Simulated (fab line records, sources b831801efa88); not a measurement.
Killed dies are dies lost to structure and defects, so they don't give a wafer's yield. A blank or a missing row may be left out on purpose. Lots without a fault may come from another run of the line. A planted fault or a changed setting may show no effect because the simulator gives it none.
Chamber matching | flow sky130 | SKY_VIA1_CMP_02 on cmp-02: 4 sister chambers
The step polishes SiO2. 4 wafers are shown with their chamber, then 7 later ones without.

WAFERS WITH THEIR CHAMBER
wafer  | chamber | motor_current_A (A)
L391.1 | 3       | 12.9
L391.3 | 1       | 12.0
L397.1 | 0       | 12.4
L397.2 | 2       | 13.9

WAFERS WITHOUT THEIR CHAMBER
wafer  | motor_current_A (A)
L397.5 | 11.5
L398.1 | 12.0
L398.2 | 12.3
L398.6 | 12.0
L403.2 | 14.1
L403.3 | 12.5
L403.4 | 12.2

WHICH CHAMBER EACH WENT THROUGH
wafer  | from the rows above          | in truth
L397.5 | can't be placed: 1 or 0      | 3
L398.1 | can't be placed: 1 or 0      | 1
L398.2 | can't be placed: 0 or 1      | 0
L398.6 | can't be placed: 1 or 0      | 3
L403.2 | 2                            | 2
L403.3 | can't be placed: 0 or 3 or 1 | 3
L403.4 | can't be placed: 1 or 0      | 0
Placed correctly: 1 of 7. Can't be placed from these rows: 6 (the true chamber is among the candidates in 4). Placed wrongly: 0.
How it was worked out, from the rows above alone: a wafer's distance from a chamber is the root of the sum, over the readings, of the square of ((its reading less the chamber's mean) divided by the reading's scatter). The wafer belongs to the nearest chamber; if the next one is less than 2 further off, it can't be placed. A chamber's mean is the mean of its shown wafers. The scatter: with one shown wafer a chamber, the root of the mean of the squares of how far each hidden wafer lies from its nearest shown one.
